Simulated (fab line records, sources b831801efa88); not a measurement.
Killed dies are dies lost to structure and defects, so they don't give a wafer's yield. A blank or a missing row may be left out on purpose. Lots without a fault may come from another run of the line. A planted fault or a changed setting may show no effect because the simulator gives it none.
Tool commonality check | flow sky130 | 15 lots, 45 wafers sampled

WHY IT WAS OPENED
At SKY_NWELL_RS_MEAS_29 the reading NWELL_RS is flagged on 3 of 15 lots. Wafers without a fault read 624.8 ohm/sq, standard deviation 1.9.
Rule: a lot is flagged when every wafer of it that has a number lies more than 4 standard deviations from that mean, or none has a number. The other lots count as sound.

lot  | measured     | on            | NWELL_RS (ohm/sq), wafer by wafer | flag
L821 | day 5 10:44  | film_metro-03 | 623.9 623.8 624.0                 |
L822 | day 5 16:06  | film_metro-04 | 624.7 624.9 625.8                 |
L823 | day 5 22:37  | film_metro-02 | 628.1 628.2 627.9                 |
L824 | day 6 07:14  | film_metro-04 | 624.1 622.2 624.3                 |
L825 | day 6 19:05  | film_metro-02 | 653.0 651.5 651.5                 | FLAGGED
L826 | day 6 23:35  | film_metro-04 | 647.4 648.6 646.0                 | FLAGGED
L827 | day 7 09:14  | film_metro-03 | 651.6 653.4 651.7                 | FLAGGED
L828 | day 7 12:10  | film_metro-02 | 627.3 626.3 627.7                 |
L835 | day 9 01:28  | film_metro-02 | 625.4 623.7 624.0                 |
L836 | day 9 08:06  | film_metro-03 | 624.9 623.0 624.4                 |
L837 | day 9 14:02  | film_metro-03 | 624.4 622.3 622.6                 |
L838 | day 9 20:23  | film_metro-04 | 627.1 625.2 624.8                 |
L839 | day 10 03:58 | film_metro-02 | 626.4 626.4 626.2                 |
L840 | day 10 13:23 | film_metro-04 | 621.9 624.3 621.8                 |
L841 | day 10 14:54 | film_metro-03 | 623.9 624.4 623.8                 |
The numbers of the flagged lots are 650.5 ohm/sq on average: +25.7 ohm/sq against the usual, or +14 standard deviations.

WHICH TOOL RAN EACH LOT
The record holds 2 process steps before the reading, out of a route of 708 steps. In each cell: the tool, then ch and the chambers that the sampled wafers went through, then the start.
lot  | flag    | SKY_FIELD_ISO_CMP_27         | SKY_NWELL_IMPLANT_13
L821 |         | cmp-02 ch 0,2,3, day 2 14:17 | implanter-03 ch 0, day 4 16:28
L822 |         | cmp-02 ch 0,1,3, day 2 19:55 | implanter-01 ch 0, day 4 22:18
L823 |         | cmp-01 ch 0,1, day 3 01:13   | implanter-02 ch 0, day 5 04:28
L824 |         | cmp-01 ch 1,3, day 3 08:13   | implanter-01 ch 0, day 5 12:58
L825 | FLAGGED | cmp-01 ch 1,2,3, day 3 15:09 | implanter-01, day 6 00:04
L826 | FLAGGED | cmp-01 ch 1,3, day 3 19:57   | implanter-01, day 6 04:46
L827 | FLAGGED | cmp-01 ch 2,3, day 4 03:23   | implanter-02, day 6 13:55
L828 |         | cmp-01 ch 0,2,3, day 4 07:04 | implanter-02 ch 0, day 6 16:12
L835 |         | cmp-01 ch 1,2, day 5 15:41   | implanter-03 ch 0, day 8 04:07
L836 |         | cmp-02 ch 0,1,3, day 5 22:41 | implanter-02 ch 0, day 8 09:42
L837 |         | cmp-01 ch 1,2,3, day 6 02:30 | implanter-01 ch 0, day 8 16:04
L838 |         | cmp-01 ch 0,3, day 6 08:45   | implanter-03 ch 0, day 8 22:22
L839 |         | cmp-02 ch 1,2,3, day 6 13:04 | implanter-03 ch 0, day 9 05:27
L840 |         | cmp-02 ch 0,1,2, day 6 20:34 | implanter-01 ch 0, day 9 14:37
L841 |         | cmp-02 ch 1,2,3, day 6 23:28 | implanter-01 ch 0, day 9 16:29
What these steps do:
- SKY_FIELD_ISO_CMP_27: polishes, stops on Si3N4, t overpolish 16 s, target thk 457.8 nm.
- SKY_NWELL_IMPLANT_13
- SKY_NWELL_RS_MEAS_29: measures by four-point-probe.

FLAGGED OVER TOTAL, TOOL BY TOOL (the gauges that took the reading come last)
step                 | tool          | lots run | flagged | share of the flagged lots | sound lots run after its first flagged lot
SKY_FIELD_ISO_CMP_27 | cmp-01        | 9        | 3       | all                       | 4 (L828,L835,L837,L838)
SKY_FIELD_ISO_CMP_27 | cmp-02        | 6        | 0       | none                      | -
SKY_NWELL_IMPLANT_13 | implanter-01  | 7        | 2       | some                      | 3 (L837,L840,L841)
SKY_NWELL_IMPLANT_13 | implanter-02  | 4        | 1       | some                      | 2 (L828,L836)
SKY_NWELL_IMPLANT_13 | implanter-03  | 4        | 0       | none                      | -
SKY_NWELL_RS_MEAS_29 | film_metro-02 | 5        | 1       | some                      | 3 (L828,L835,L839)
SKY_NWELL_RS_MEAS_29 | film_metro-03 | 5        | 1       | some                      | 3 (L836,L837,L841)
SKY_NWELL_RS_MEAS_29 | film_metro-04 | 5        | 1       | some                      | 2 (L838,L840)

WHAT THE TABLE ALLOWS
1 row of the table ran every flagged lot: cmp-01 at SKY_FIELD_ISO_CMP_27.
- cmp-01 at SKY_FIELD_ISO_CMP_27: 3 of its 9 lots flagged. Sound lots ran on it after the first flagged one (L828, L835, L837, L838), which a lasting fault on the whole tool wouldn't allow.
No row of the table ran every flagged lot and no sound lot after the first.

WHAT THE SIMULATOR HAD PUT IN
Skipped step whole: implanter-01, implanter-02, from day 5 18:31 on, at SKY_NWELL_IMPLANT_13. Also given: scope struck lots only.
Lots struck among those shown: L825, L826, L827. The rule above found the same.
